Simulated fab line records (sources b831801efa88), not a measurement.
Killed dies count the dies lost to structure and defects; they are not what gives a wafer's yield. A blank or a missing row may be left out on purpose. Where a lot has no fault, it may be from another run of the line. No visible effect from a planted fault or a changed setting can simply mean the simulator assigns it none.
Struck lot and sound lot, side by side || flow sfq-line || 41 out of 325 route steps
Sound: these wafers, L319.1, L319.3, L319.5. Struck: wafers L302.1, L302.3 (left out: L302.2, a lot-mate that was not struck); the cause follows at the end.
For every step that has rows: the tool of each side, followed by ch and its chambers, followed by its first start. Under that, the readings that differ: sound wafers || struck wafers || difference of the means || sigmas: that difference in standard deviations of wafers without a fault.
alike: same words and numbers on both sides, and readings whose means sit less than 2 such deviations apart. not compared: any withheld reading, any reading some wafer has no value for, any bound like >300 that may hide the same value, and any number with overlapping values for which the record gives no deviation.
A row with sigmas, a row that says differs or no value, or rows on one side alone: a step with any of these is where the two part. Numbers that don't overlap but have no deviation are shown without sigmas and don't part them. A reading that every wafer of one side lacks parts them only if that side has two wafers or more.

SFQ_C5_OVL_MEAS_937:
  sound: overlay-02 at day 73 02:00; struck: overlay-02 at day 67 15:20
  alike: C5_OVL
then, 5 steps without rows for these wafers: SFQ_TRILAYER_C5_BARC_OPEN_VIA_ETCH_210 (etches BARC in O2, target depth 125 nm, time 41.7 s); SFQ_TRILAYER_C5_ETCH_VIA_ETCH_154 (etches SiO2 in CHF3, stops on Nb, target depth 84 nm); SFQ_TRILAYER_C5_STRIP_STRIP_155 (strips in O2); SFQ_TRILAYER_C5_STRIP_SOLV_CLEAN_156 (cleans in NMP, time 600 s); SFQ_TRILAYER_M6_DEP_PRE_CLEAN_158 (time 22.5 s).
SFQ_TRILAYER_M6_DEP_SPUTTER_157: material Nb, target thk 200 nm, time 133.3 s.
  sound: pvd-sputter-06 at day 73 02:56; struck: pvd-sputter-04 at day 67 16:17
  alike: throttle-valve-pct
SFQ_M6_RS_MEAS_938: a four-point-probe measurement.
  sound: film-metro-04 at day 73 03:01; struck: film-metro-01 at day 67 16:22
  alike: M6_NB_RS
then, 3 steps without rows for these wafers: SFQ_TRILAYER_M6_LITHO_COAT_164 (resist thk 62 nm); SFQ_TRILAYER_M6_LITHO_COAT_159 (resist thk 600 nm); SFQ_TRILAYER_M6_LITHO_SOFTBAKE_163.
SFQ_TRILAYER_M6_LITHO_EXPOSE_160: exposes mask M6, target cd 500 nm.
  sound on krf-scanner-01 ch 0, day 74 04:05; struck on krf-scanner-01 ch 0, day 69 04:40
  alike: mask, exposure-dose-mJ-cm2
then, 2 steps without rows for these wafers: SFQ_TRILAYER_M6_LITHO_PEB_162 (peb time 60 s); SFQ_TRILAYER_M6_LITHO_DEVELOP_161 (time 60 s).
SFQ_M6_OVL_MEAS_940:
  sound: overlay-01 at day 74 05:35; struck: overlay-01 at day 69 06:10
  alike: M6_OVL
SFQ_TRILAYER_M6_BARC_OPEN_METAL_ETCH_206: etches BARC in O2, target depth 125 nm, time 41.7 s.
  sound on rie-metal-04 ch 0,1, day 74 05:38; struck on rie-metal-01 ch 0,1, day 69 06:12
{"reading": "model.M6.cd-nm (nm)", "sound": "500.6 501.6 500.6", "struck": "478 478.3", "difference": -23, "sigmas": ""}
  alike: drypump-motor-current-A, oes-product-au
  not compared: rf-hours-counter-h
SFQ_TRILAYER_M6_ETCH_METAL_ETCH_162: etches Nb in Cl2/Ar, stops on SiO2, target depth 240 nm, time 120 s.
  sound on rie-metal-04 ch 0,1, day 74 05:41; struck on rie-metal-01 ch 0,1, day 69 06:16
{"reading": "model.M6.cd-nm (nm)", "sound": "501.1 501.8 500.4", "struck": "477.9 479.4", "difference": -22.5, "sigmas": ""}
  alike: drypump-motor-current-A, oes-product-au
  not compared: rf-hours-counter-h
SFQ_TRILAYER_M6_STRIP_STRIP_163: strips in O2.
  sound on rie-metal-04 ch 0,1, day 74 05:49; struck on rie-metal-01 ch 0,1, day 69 06:23
  alike: drypump-motor-current-A, oes-product-au
  not compared: rf-hours-counter-h
then, 1 step without rows for these wafers: SFQ_TRILAYER_M6_STRIP_SOLV_CLEAN_164 (cleans in NMP, time 600 s).
SFQ_TRILAYER_I6_DEP_PECVD_165: deposits SiO2 from SiH4/N2O, time 111.11 s, target thk 500 nm.
  sound on pecvd-03 ch 0,1,2, day 74 06:35; struck on pecvd-02 ch 1,2, day 69 07:10
{"reading": "throttle-valve-pct (%)", "sound": "23.8 23.1 24.2", "struck": "27.0 25.3", "difference": "+2.4", "sigmas": "+2"}
  alike: heater-power-w
then, 1 step without rows for these wafers: SFQ_TRILAYER_I6_CMP_CMP_166 (polishes SiO2).
SFQ_I6_BOW_MEAS_941:
  sound: film-metro-01 at day 74 10:07; struck: film-metro-01 at day 69 12:26
  alike: I6_BOW
then, 7 steps without rows for these wafers: SFQ_TRILAYER_I6_METRO_MEASURE_167; SFQ_TRILAYER_I6_VIA_LITHO_COAT_174 (resist thk 62 nm); SFQ_TRILAYER_I6_VIA_LITHO_COAT_169 (resist thk 650 nm); SFQ_TRILAYER_I6_VIA_LITHO_SOFTBAKE_173; SFQ_TRILAYER_I6_VIA_LITHO_EXPOSE_170 (exposes mask I6, target cd 700 nm); SFQ_TRILAYER_I6_VIA_LITHO_PEB_172 (peb time 60 s); SFQ_TRILAYER_I6_VIA_LITHO_DEVELOP_171 (time 60 s).
SFQ_I6_OVL_MEAS_942:
  sound: overlay-02 at day 75 16:02; struck: overlay-01 at day 70 12:10
  alike: I6_OVL
then, 1 step without rows for these wafers: SFQ_TRILAYER_I6_VIA_BARC_OPEN_VIA_ETCH_235 (etches BARC in O2, target depth 125 nm, time 41.7 s).
SFQ_TRILAYER_I6_VIA_ETCH_VIA_ETCH_172: etches SiO2 in CHF3, stops on Nb, target depth 260 nm.
  sound on rie-diel-03 ch 0,2, day 75 16:07; struck on rie-diel-03 ch 0,1, day 70 12:14
  alike: drypump-motor-current-A, oes-product-au
SFQ_TRILAYER_I6_VIA_STRIP_STRIP_173: strips in O2.
  sound on rie-metal-02 ch 1, day 75 16:14; struck on rie-metal-02 ch 0, day 70 12:21
  alike: drypump-motor-current-A, oes-product-au
  not compared: rf-hours-counter-h
then, 3 steps without rows for these wafers: SFQ_TRILAYER_I6_VIA_STRIP_SOLV_CLEAN_174 (cleans in NMP, time 600 s); SFQ_TRILAYER_M7_DEP_PRE_CLEAN_176 (time 22.5 s); SFQ_TRILAYER_M7_DEP_SPUTTER_175 (material Nb, target thk 200 nm, time 133.3 s).
SFQ_M7_RS_MEAS_943: a four-point-probe measurement.
  sound: film-metro-01 at day 75 17:08; struck: film-metro-03 at day 70 13:15
  alike: M7_NB_RS
then, 3 steps without rows for these wafers: SFQ_TRILAYER_M7_LITHO_COAT_182 (resist thk 62 nm); SFQ_TRILAYER_M7_LITHO_COAT_177 (resist thk 600 nm); SFQ_TRILAYER_M7_LITHO_SOFTBAKE_181.
-- the record jumps here: 6 days lie between the struck wafers' starts before and after --
SFQ_M8_BOW_MEAS_951:
  sound: film-metro-04 at day 82 14:33; struck: film-metro-01 at day 76 08:46
{"reading": "model.etest.m6.ohm-um", "sound": "1.778 1.765 1.775", "struck": "1.891 1.873", "difference": "+0.109", "sigmas": ""}
  alike: M8_BOW

WHERE THEY PART
Only at SFQ_TRILAYER_I6_DEP_PECVD_165, within this record. Later steps at which nothing parts them and some readings are alike: SFQ_I6_BOW_MEAS_941, SFQ_I6_OVL_MEAS_942, SFQ_TRILAYER_I6_VIA_ETCH_VIA_ETCH_172, SFQ_TRILAYER_I6_VIA_STRIP_STRIP_173, SFQ_M7_RS_MEAS_943, SFQ_M8_BOW_MEAS_951.

WHY: what had been put in by the simulator
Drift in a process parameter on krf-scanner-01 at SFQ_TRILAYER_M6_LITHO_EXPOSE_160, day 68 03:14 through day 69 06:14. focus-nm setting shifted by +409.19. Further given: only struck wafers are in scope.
